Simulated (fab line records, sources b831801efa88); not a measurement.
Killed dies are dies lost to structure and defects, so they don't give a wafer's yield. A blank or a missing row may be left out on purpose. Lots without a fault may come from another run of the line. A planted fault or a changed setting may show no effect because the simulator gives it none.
Which tool did it? | flow gf180mcu | 11 lots, 33 wafers sampled, at 1 step of a route of 602

WHAT THE GAUGES READ, wafer by wafer
GF_V1_THK_MEAS_03.
lot  | measured     | on            | V1_CVD_02_THK (nm)
L972 | day 17 01:44 | film_metro-02 | 854 848 869
L973 | day 17 09:26 | film_metro-01 | 850 866 860
L974 | day 18 00:42 | film_metro-01 | 868 874 866
L976 | day 18 15:56 | film_metro-03 | 843 849 850
L977 | day 19 03:00 | film_metro-02 | 864 845 867
L983 | day 21 11:17 | film_metro-03 | 854 833 853
L985 | day 21 20:19 | film_metro-01 | 853 865 860
L986 | day 22 09:37 | film_metro-01 | 856 864 855
L987 | day 22 17:38 | film_metro-01 | 842 847 866
L994 | day 24 21:11 | film_metro-03 | 847 855 865
L995 | day 25 14:08 | film_metro-03 | 853 849 866

WHICH TOOL RAN EACH LOT (tool, then ch and the chambers of the sampled wafers, then the start)
The record holds no process step before these readings.

THE ANSWER, worked out from the rows above alone
Rule: what is usual is taken from the lots themselves. Put in order of their means at a reading, lots are off if they are a third of the lots or fewer, leave a main group of 4 or more, and stand apart from it by a gap of 3 or more times the standard deviation of the main group's means; of several such gaps the widest counts. A main group whose means are all the same, to the digits that the tables above print for the reading, isn't used. A lot without any number at a reading at which 4 lots or more have one is off too. The other lots that the step has rows for count as sound.
No lot is off at any reading shown: from this, nothing can be told.

WHAT THE SIMULATOR HAD PUT IN
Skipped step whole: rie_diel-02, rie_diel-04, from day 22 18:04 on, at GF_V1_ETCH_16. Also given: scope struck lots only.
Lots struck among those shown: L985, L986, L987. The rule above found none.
